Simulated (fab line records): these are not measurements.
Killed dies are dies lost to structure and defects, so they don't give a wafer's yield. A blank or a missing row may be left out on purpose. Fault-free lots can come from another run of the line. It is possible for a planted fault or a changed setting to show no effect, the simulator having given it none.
fab line records    flow sky130
[record] lots = 13  wafers = 39  last_day = 50
route steps=708 shown VT_ADJUST_NCORE@126 SONOS_TUNNEL@161 SONOS_ONO@178 GATE_OXIDE@189
lots with no fault: from the same line, run without faults
start_h: hours from the record's first day to the start of the lot's first wafer shown    wait_h: time in hours since the lot's previous step    " unchanged from the row above    L1.1+2: a row that stands for several wafers    - no value present, or no start provided    * or withheld: withheld    < > ~ a bound
route shown NAME@n: NAME is a module with steps in the file, n the number in the route of the first one    usual: the fault-free wafers' mean and standard deviation    same: alike in all rows    chamber/n: place in a boat    sites: readings site by site    _std_site: the values' standard deviation    _edge_site: outer sites' mean less inner sites'    radius_mm: for every site, how far away it sits from the centre of the wafer    mask NAME#n: copy n    behind: tool/chamber where the wafer was last shaped    hold: reason for holding the lot/hours on hold/outcome of the hold    device: which transistor (n, p or np) failed to switch    end of line: the same wafers' tests at the end of the route    a step given without rows: its recipe and nothing more    killed: the dies lost at the first sort to structure and to defects; this is not the yield of the wafer    map: a wafer's dies, x killed, . not, _ none there
set.NAME: the run value of the setting; set.NAME@STEP: its run value at that earlier step    model.NAME: the simulator's own value behind a step, which no gauge read
a sample of lots followed through the steps of the route, with each step as a table and each wafer as a row
services: the hour from which a tool's chamber was out of use, counted from the record's first day as start_h (under 0 if before that day), plus the number of hours and why
[[steps]]
[step SKY_VT_ADJUST_NCORE_CD_MEAS_07]
[recipe] target_cd_nm = 380
[usual] cd_nm = 379.8/2.6
lot.wafer  tool       chamber  start_h  wait_h  cd_nm
L275.1     cd_sem-02  -        197.52   0.1     376.7
L275.3     "          -        "        "       378.0
L275.5     "          -        "        "       376.9
L276.1     cd_sem-01  -        198.63   0.1     376.5
L276.3     "          -        "        "       376.7
L276.5     "          -        "        "       376.7
L277.2     cd_sem-02  -        219.40   0.1     377.3
L277.4     "          -        "        "       379.4
L277.5     "          -        "        "       378.3
L278.1     cd_sem-02  -        219.67   0.1     383.2
L278.4     "          -        "        "       381.3
L278.6     "          -        "        "       382.1
L282.1     cd_sem-01  -        237.63   0.1     380.5
L282.3     "          -        "        "       381.8
L282.4     "          -        "        "       382.6
L287.2     cd_sem-02  -        262.80   0.1     375.8
L287.3     "          -        "        "       375.0
L287.5     "          -        "        "       378.7
L289.3     cd_sem-01  -        281.97   0.1     375.9
L289.5     "          -        "        "       375.8
L289.6     "          -        "        "       375.6
L290.1     cd_sem-02  -        290.38   0.1     381.0
L290.2     "          -        "        "       380.4
L290.4     "          -        "        "       382.4
L291.1     cd_sem-01  -        298.48   0.1     375.5
L291.3     "          -        "        "       377.4
L291.6     "          -        "        "       377.5
L293.2     cd_sem-01  -        307.94   0.1     380.7
L293.3     "          -        "        "       379.9
L293.6     "          -        "        "       380.3
L296.2     cd_sem-02  -        343.14   0.1     378.8
L296.4     "          -        "        "       379.6
L296.5     "          -        "        "       379.9
L297.1     cd_sem-01  -        345.68   0.1     379.9
L297.5     "          -        "        "       379.5
L297.6     "          -        "        "       379.5
L298.2     cd_sem-01  -        347.49   0.1     378.2
L298.5     "          -        "        "       377.8
L298.6     "          -        "        "       378.0
[step SKY_SONOS_TUNNEL_CD_MEAS_07]
[recipe] target_cd_nm = 410
[usual] cd_nm = 410.4/2.6
lot.wafer  tool       chamber  start_h  wait_h  cd_nm
L275.1     cd_sem-02  -        266.17   0.1     411.0
L275.3     "          -        "        "       412.9
L275.5     "          -        "        "       411.2
L276.1     cd_sem-01  -        267.13   0.1     407.6
L276.3     "          -        "        "       408.4
L276.5     "          -        "        "       410.3
L277.2     cd_sem-01  -        291.24   0.1     413.2
L277.4     "          -        "        "       411.6
L277.5     "          -        "        "       411.6
L278.1     cd_sem-02  -        291.52   0.1     410.1
L278.4     "          -        "        "       411.7
L278.6     "          -        "        "       411.3
L282.1     cd_sem-02  -        310.87   0.1     412.0
L282.3     "          -        "        "       411.5
L282.4     "          -        "        "       411.8
L287.2     cd_sem-02  -        339.39   0.1     414.0
L287.3     "          -        "        "       412.1
L287.5     "          -        "        "       412.9
L289.3     cd_sem-01  -        361.02   0.1     408.1
L289.5     "          -        "        "       406.9
L289.6     "          -        "        "       408.4
L290.1     cd_sem-02  -        370.33   0.1     413.1
L290.2     "          -        "        "       412.4
L290.4     "          -        "        "       414.2
L291.1     cd_sem-02  -        378.82   0.1     409.8
L291.3     "          -        "        "       407.9
L291.6     "          -        "        "       407.9
L293.2     cd_sem-02  -        391.19   0.1     406.8
L293.3     "          -        "        "       409.2
L293.6     "          -        "        "       409.9
L296.2     cd_sem-02  -        428.54   0.1     413.7
L296.4     "          -        "        "       416.6
L296.5     "          -        "        "       415.1
L297.1     cd_sem-02  -        432.27   0.1     410.9
L297.5     "          -        "        "       410.9
L297.6     "          -        "        "       410.0
L298.2     cd_sem-02  -        434.26   0.2     411.8
L298.5     "          -        "        "       409.5
L298.6     "          -        "        "       411.5
[step SKY_SONOS_ONO_EXPOSE_10]
[recipe] mask_id = ONOM  target_cd_nm = 410  na = 0.6  source_shape = conventional  sigma_outer = 0.6  dose_mj = 150
[usual] exposure_dose_mJ_cm2 = 151.75/0.16
lot.wafer  tool              chamber  start_h  wait_h  mask    exposure_dose_mJ_cm2
L275.1     iline_stepper-01  0        285.67   -       ONOM#0  151.87
L275.3     "                 0        "        "       ONOM#0  151.93
L275.5     "                 0        "        "       ONOM#0  152.03
L276.1     iline_stepper-01  0        285.78   -       ONOM#0  151.79
L276.3     "                 0        "        "       ONOM#0  151.79
L276.5     "                 0        "        "       ONOM#0  151.79
L278.1     iline_stepper-02  0        309.97   -       ONOM#0  151.71
L278.4     "                 0        "        "       ONOM#0  151.88
L278.6     "                 0        "        "       ONOM#0  151.74
L277.2     iline_stepper-02  0        310.35   -       ONOM#0  151.73
L277.4     "                 0        "        "       ONOM#0  151.92
L277.5     "                 0        "        "       ONOM#0  151.90
L282.1     iline_stepper-02  0        332.65   -       ONOM#0  154.18
L282.3     "                 0        "        "       ONOM#0  154.05
L282.4     "                 0        "        "       ONOM#0  154.14
L287.2     iline_stepper-02  0        363.31   -       ONOM#0  153.62
L287.3     "                 0        "        "       ONOM#0  153.62
L287.5     "                 0        "        "       ONOM#0  153.61
L289.3     iline_stepper-01  0        381.81   -       ONOM#0  151.71
L289.5     "                 0        "        "       ONOM#0  151.55
L289.6     "                 0        "        "       ONOM#0  151.56
L290.1     iline_stepper-01  0        390.28   -       ONOM#0  151.38
L290.2     "                 0        "        "       ONOM#0  151.37
L290.4     "                 0        "        "       ONOM#0  151.46
L291.1     iline_stepper-01  0        400.72   -       ONOM#0  151.84
L291.3     "                 0        "        "       ONOM#0  151.96
L291.6     "                 0        "        "       ONOM#0  152.10
L293.2     iline_stepper-01  0        412.72   -       ONOM#0  151.68
L293.3     "                 0        "        "       ONOM#0  151.77
L293.6     "                 0        "        "       ONOM#0  151.98
L296.2     iline_stepper-01  0        449.21   -       ONOM#0  151.83
L296.4     "                 0        "        "       ONOM#0  151.84
L296.5     "                 0        "        "       ONOM#0  151.84
L297.1     iline_stepper-01  0        453.57   -       ONOM#0  151.85
L297.5     "                 0        "        "       ONOM#0  151.66
L297.6     "                 0        "        "       ONOM#0  151.77
L298.2     iline_stepper-01  0        455.74   -       ONOM#0  151.76
L298.5     "                 0        "        "       ONOM#0  151.86
L298.6     "                 0        "        "       ONOM#0  151.69
[step SKY_GATE_OXIDE_THK_MEAS_02]
[recipe] reads = SiO2_of_GATE_OXIDE_OXIDATION_01
[usual] GATE_OXIDE_OXIDATION_00_THK = 10.25/0.15
lot.wafer  tool           chamber  start_h  wait_h  GATE_OXIDE_OXIDATION_00_THK[nm]
L275.1     film_metro-01  -        300.97   0.0     10.40
L275.3     "              -        "        "       10.32
L275.5     "              -        "        "       10.30
L276.1     film_metro-02  -        300.97   0.0     10.19
L276.3     "              -        "        "       10.21
L276.5     "              -        "        "       10.18
L278.1     film_metro-02  -        325.52   0.0     10.31
L278.4     "              -        "        "       10.17
L278.6     "              -        "        "       10.27
L277.2     film_metro-01  -        325.53   0.0     10.42
L277.4     "              -        "        "       10.32
L277.5     "              -        "        "       10.35
L282.1     film_metro-02  -        351.00   0.0     9.97
L282.3     "              -        "        "       10.11
L282.4     "              -        "        "       10.18
L287.2     film_metro-03  -        379.59   0.0     10.15
L287.3     "              -        "        "       10.32
L287.5     "              -        "        "       10.48
L289.3     film_metro-03  -        398.86   0.0     10.25
L289.5     "              -        "        "       10.22
L289.6     "              -        "        "       10.07
L290.1     film_metro-03  -        407.71   0.0     10.21
L290.2     "              -        "        "       10.18
L290.4     "              -        "        "       10.39
L291.1     film_metro-03  -        418.04   0.0     10.09
L291.3     "              -        "        "       10.19
L291.6     "              -        "        "       10.18
L293.2     film_metro-02  -        429.76   0.0     10.27
L293.3     "              -        "        "       10.29
L293.6     "              -        "        "       10.20
L296.2     film_metro-03  -        466.51   0.0     10.37
L296.4     "              -        "        "       10.20
L296.5     "              -        "        "       10.14
L297.1     film_metro-03  -        471.16   0.0     10.27
L297.5     "              -        "        "       10.38
L297.6     "              -        "        "       10.24
L298.2     film_metro-03  -        474.11   0.0     10.26
L298.5     "              -        "        "       10.34
L298.6     "              -        "        "       10.34
[[services]]
tool              chamber  start_h  hours  kind
iline_stepper-02  0        275.61   -      calibration
iline_stepper-02  -        281.66   1.7    pm
iline_stepper-01  -        308.51   7.8    repair
iline_stepper-01  0        336.44   -      calibration
iline_stepper-01  -        347.03   3.8    repair
iline_stepper-01  -        348.22   2.3    repair
iline_stepper-02  -        393.96   4.3    pm
[[key]]
[first_sign] step = SKY_SONOS_ONO_EXPOSE_10  reading = exposure_dose_mJ_cm2  direction = up  sigmas = 14  usual = *  struck = *
effect none on later readings
met_at SKY_SONOS_ONO_EXPOSE_10
struck_lots L282,L287
sort_left_out L287.2,L287.3,L287.5
tester_left_out L282,L287
[loop_trim] step = SKY_SONOS_ONO_EXPOSE_10  setting = dose  lots = L287
not_acting_at SKY_VT_ADJUST_NCORE_CD_MEAS_07,SKY_SONOS_TUNNEL_CD_MEAS_07,SKY_GATE_OXIDE_THK_MEAS_02
onset_between 310.35 332.65
[fault] kind = process_parameter_drift  tool = iline_stepper-02  chamber = -  onset_h = 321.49  steps = SKY_SONOS_ONO_EXPOSE_10  channel = dose_mj  offset = 2.2888  shape = step  acts_in = these_recipes_only  stated = 150
// tester_left_out: of these lots the tester's yield and bins aren't shown, on N5 and GAA mostly nor the transistor test; their killed dies are dies lost to structure and defects alone, not to doping, threshold or leakage, so they don't give the yield
// sort_left_out: the simulated sort isn't trusted on such a fault, so these wafers' sort isn't shown, and their yield isn't known
// loop_trim: a control loop set the setting to another value than it would have without faults
